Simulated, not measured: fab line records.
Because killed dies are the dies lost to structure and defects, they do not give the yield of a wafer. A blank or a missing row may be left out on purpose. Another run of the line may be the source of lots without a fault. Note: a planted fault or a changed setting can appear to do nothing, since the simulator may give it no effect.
Which tool is to blame? -- flow sky130 -- 42 wafers from 14 lots sampled at 4 of the route's 708 steps

WHAT THE GAUGES SHOWED, per wafer
SKY_LOCAL_INTERCONNECT_RS_MEAS_01: a four-point-probe measurement.
lot,measured,on,LOCAL_INTERCONNECT_TIN_RS (ohm/sq)
L466,day 30 12:46,film_metro-04,14.26 13.99 14.11
L465,day 30 14:45,film_metro-04,14.25 14.21 14.18
L473,day 32 04:04,film_metro-02,14.32 14.23 14.31
L472,day 32 06:48,film_metro-03,14.36 14.03 14.06
L475,day 33 09:25,film_metro-02,14.25 14.21 14.20
L474,day 33 11:51,film_metro-02,14.08 13.97 14.04
L477,day 33 17:11,film_metro-03,13.94 13.87 14.08
L476,day 33 18:26,film_metro-03,14.18 14.20 14.20
L479,day 34 07:25,film_metro-02,14.11 14.15 14.16
L478,day 34 10:27,film_metro-03,13.95 14.12 14.02
L481,day 34 19:31,film_metro-04,14.13 14.16 13.98
L483,day 35 16:28,film_metro-02,13.73 13.99 13.96
L485,day 36 01:47,film_metro-02,14.05 14.00 14.10
L484,day 36 02:26,film_metro-02,14.15 14.35 14.38

SKY_CONTACT_THK_MEAS_03.
lot,measured,on,CONTACT_HDPCVD_THK (nm)
L466,day 31 17:51,film_metro-03,569 569 567
L465,day 31 19:05,film_metro-01,557 562 563
L474,day 34 14:44,film_metro-02,562 570 566
L477,day 34 20:04,film_metro-01,563 572 565
L476,day 34 21:20,film_metro-02,572 559 571
L479,day 35 17:43,film_metro-03,564 558 559
L478,day 35 18:41,film_metro-03,568 570 561
L481,day 35 21:31,film_metro-03,558 552 560
L483,day 36 19:43,film_metro-01,566 571 565
L485,day 37 04:28,film_metro-02,568 570 571
L484,day 37 05:24,film_metro-02,568 560 562

EACH LOT AND THE TOOL THAT RAN IT (in order: tool; ch and the chambers of the sampled wafers; start)
lot,SKY_LOCAL_INTERCONNECT_METAL_ETCH_14,SKY_CONTACT_CVD_00
L466,"rie_metal-03 ch 0,1, day 31 17:02","pecvd-02 ch 0,1,2, day 31 17:41"
L465,"rie_metal-02 ch 0,1, day 31 18:15","pecvd-04 ch 0,1,2, day 31 18:56"
L473,"rie_metal-02 ch 0,1, day 33 06:44","pecvd-04 ch 0,2, day 33 07:26"
L472,"rie_metal-03 ch 1, day 33 10:33","pecvd-03 ch 0,1, day 33 11:12"
L475,"rie_metal-04 ch 0,1, day 34 12:44","pecvd-02 ch 0,1, day 34 13:25"
L474,"rie_metal-03 ch 0,1, day 34 13:53","pecvd-04 ch 0,2, day 34 14:34"
L477,"rie_metal-04 ch 0,1, day 34 19:13","pecvd-02 ch 1,2, day 34 19:53"
L476,"rie_metal-02 ch 0,1, day 34 20:29","pecvd-02 ch 0,1,2, day 34 21:10"
L479,"rie_metal-02 ch 0,1, day 35 16:54","pecvd-02 ch 0,1, day 35 17:33"
L478,"rie_metal-02 ch 1, day 35 17:53","pecvd-02 ch 0,1,2, day 35 18:32"
L481,"rie_metal-04 ch 0,1, day 35 20:06","pecvd-04 ch 0,2, day 35 21:19"
L483,"rie_metal-04 ch 0,1, day 36 18:54","pecvd-02 ch 0,1, day 36 19:32"
L485,"rie_metal-03 ch 0,1, day 37 03:40","pecvd-04 ch 0,2, day 37 04:17"
L484,"rie_metal-02 ch 0,1, day 37 04:33","pecvd-02 ch 1,2, day 37 05:13"
- SKY_LOCAL_INTERCONNECT_METAL_ETCH_14: etches TiN in Cl2/BCl3, stops on PSG, target depth 110 nm, time 31.4 s.
- SKY_CONTACT_CVD_00: deposits Si3N4, target thk 75 nm.

AS READ BY THE TOOLS THEMSELVES (means over the sampled wafers that have a number; for cases with no such wafer, the mark the record gives instead)
SKY_LOCAL_INTERCONNECT_METAL_ETCH_14.
lot,tool,drypump_motor_current_A (A),oes_product_au (a.u.),throttle_valve_pct (%)
L466,rie_metal-03,5.7,0.940,21.901
L465,rie_metal-02,6.0,0.936,21.905
L473,rie_metal-02,5.9,0.937,21.897
L472,rie_metal-03,6.0,0.941,21.907
L475,rie_metal-04,5.7,0.943,21.896
L474,rie_metal-03,5.7,0.943,21.897
L477,rie_metal-04,6.0,0.948,21.893
L476,rie_metal-02,6.0,0.938,21.908
L479,rie_metal-02,5.9,0.944,21.906
L478,rie_metal-02,6.1,0.943,21.906
L481,rie_metal-04,5.6,0.939,21.900
L483,rie_metal-04,5.7,0.949,21.901
L485,rie_metal-03,5.8,0.941,21.906
L484,rie_metal-02,6.0,0.937,21.902

SKY_CONTACT_CVD_00.
lot,tool,heater_power_outer_w (W),heater_power_w (W),susceptor_temp_C (C)
L466,pecvd-02,426,709,399.92
L465,pecvd-04,448,776,399.79
L473,pecvd-04,-,-,-
L472,pecvd-03,-,-,-
L475,pecvd-02,-,-,-
L474,pecvd-04,521,867,400.17
L477,pecvd-02,406,684,400.04
L476,pecvd-02,433,731,400.11
L479,pecvd-02,462,744,400.11
L478,pecvd-02,420,719,399.83
L481,pecvd-04,499,850,400.18
L483,pecvd-02,445,741,400.16
L485,pecvd-04,444,782,400.02
L484,pecvd-02,405,660,400.05

THE ANSWER, worked out from the rows above alone
Rule: usual is defined by the lots themselves. Put in order of their means at a reading, lots are off if they are a third of the lots or fewer, leave a main group of 4 or more, and stand apart from it by a gap of 3 or more times the standard deviation of the main group's means; of several such gaps the widest counts. The tables above print the reading to a certain number of digits; a main group whose means all agree to those digits is not used. A lot without any number at a reading at which 4 lots or more have one is off too. Where the step has rows for the other lots, those lots are counted as sound. The gauges are gone through in route order, then the tools' own readings, and for those a lot's mean is taken as printed above. At the first step where some lot is off, the reading lying furthest off is the one used; lots without a number count as furthest.
Off: L473, L472, L475 (SKY_CONTACT_CVD_00, heater_power_outer_w). Without a number there: L473, L472, L475. The main group: mean 446 W, standard deviation 35.
A tool fits if, at that step or a process step before it, it ran every lot that is off, and no sound lot after the first of them. None of those tried fits.

WHAT WAS PUT IN BY THE SIMULATOR
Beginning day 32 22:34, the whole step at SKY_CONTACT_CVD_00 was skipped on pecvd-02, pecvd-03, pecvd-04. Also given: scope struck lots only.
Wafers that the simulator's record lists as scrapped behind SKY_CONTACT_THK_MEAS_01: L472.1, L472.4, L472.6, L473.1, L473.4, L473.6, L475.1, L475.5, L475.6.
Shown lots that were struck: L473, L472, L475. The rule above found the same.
